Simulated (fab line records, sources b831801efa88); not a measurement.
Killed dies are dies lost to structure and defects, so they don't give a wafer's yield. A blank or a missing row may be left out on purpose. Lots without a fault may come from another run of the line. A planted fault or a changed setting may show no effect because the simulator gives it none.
A struck lot beside a sound one | flow gf180mcu | 19 steps out of a route of 602
Sound: wafers L428.2, L428.3, L428.5. Struck: wafers L423.2, L423.5, L423.6. The cause comes at the end.
At each step with rows: each side's tool, then ch and its chambers, then its first start. Under that, the readings that differ: sound wafers | struck wafers | difference of the means | sigmas: that difference in standard deviations of wafers without a fault.
alike: readings whose means differ by less than 2 such deviations, and words and numbers that are the same on both sides. not compared: withheld readings, readings that some wafer has no value for, bounds like >300 that may hide the same value, and numbers for which the record gives no deviation and whose values overlap.
The two part at a step that has a row with sigmas, a row that says differs or no value, or rows on one side only. Numbers that don't overlap but have no deviation are shown without sigmas and don't part them. A reading that every wafer of one side lacks parts them only if that side has two wafers or more.

first, 6 steps without rows for these wafers: GF_VT_IMPLANT_HMDS_12 (prime time 60 s); GF_VT_IMPLANT_COAT_13 (resist thk 1000 nm); GF_VT_IMPLANT_SOFTBAKE_14 (time 60 s); GF_VT_IMPLANT_EXPOSE_15 (exposes mask Nwell LV AREA, target cd 860 nm); GF_VT_IMPLANT_PEB_16; GF_VT_IMPLANT_DEVELOP_17 (develop time 60 s).
GF_VT_IMPLANT_OVL_MEAS_18:
  sound on overlay-02, day 9 11:04; struck on overlay-02, day 7 23:23
  alike: VT_IMPLANT_01_OVL
then, 1 step without rows for these wafers: GF_VT_IMPLANT_IMPLANT_19.
GF_VT_IMPLANT_STRIP_20: strips in O2/N2.
  sound on plasma_asher-01 ch 0,1, day 9 11:14; struck on plasma_asher-04 ch 0,1, day 7 23:34
  reading            | sound       | struck      | difference | sigmas
  heater_power_w (W) | 341 346 354 | 301 309 292 | -46        | -2
  alike: chamber_pressure_mTorr, drypump_motor_current_A, n2_flow_sccm, oes_product_au, platen_temp_c, strip_time_to_endpoint_s
  not compared: rf_hours_counter_h
GF_VT_IMPLANT_TW_MEAS_21:
  sound on film_metro-04, day 9 11:21; struck on film_metro-02, day 7 23:43
  alike: VT_IMPLANT_2_TW
then, 2 steps without rows for these wafers: GF_VT_IMPLANT_DEHYDRATE_22 (time 60 s); GF_VT_IMPLANT_HMDS_23 (prime time 60 s).
GF_VT_IMPLANT_COAT_24: resist thk 1000 nm.
  sound on litho_track-02 ch 0, day 9 19:47; struck on litho_track-02, day 8 08:02
  no value came back on the struck wafers for chill_plate_temp_C (C), dispense_pressure_kPa (kPa), exhaust_pa (Pa), resist_line_temp_C (C); on the sound wafers chill_plate_temp_C (C) reads 22.84 23.01 23.11
then, 4 steps without rows for these wafers: GF_VT_IMPLANT_SOFTBAKE_25 (time 60 s); GF_VT_IMPLANT_EXPOSE_26 (exposes mask LVPWELL HV AREA, target cd 860 nm); GF_VT_IMPLANT_PEB_27; GF_VT_IMPLANT_DEVELOP_28 (develop time 60 s).
GF_VT_IMPLANT_OVL_MEAS_29:
  sound on overlay-01, day 10 04:41; struck on overlay-01, day 8 16:02
  reading                | sound        | struck | difference                    | sigmas
  VT_IMPLANT_02_OVL (nm) | 0.5 -1.2 0.3 | - - -  | no value on the struck wafers |
then, 1 step without rows for these wafers: GF_VT_IMPLANT_IMPLANT_30.

WHERE THEY PART
First at GF_VT_IMPLANT_STRIP_20; last, within this record, at GF_VT_IMPLANT_OVL_MEAS_29.

WHY: what the simulator had put in
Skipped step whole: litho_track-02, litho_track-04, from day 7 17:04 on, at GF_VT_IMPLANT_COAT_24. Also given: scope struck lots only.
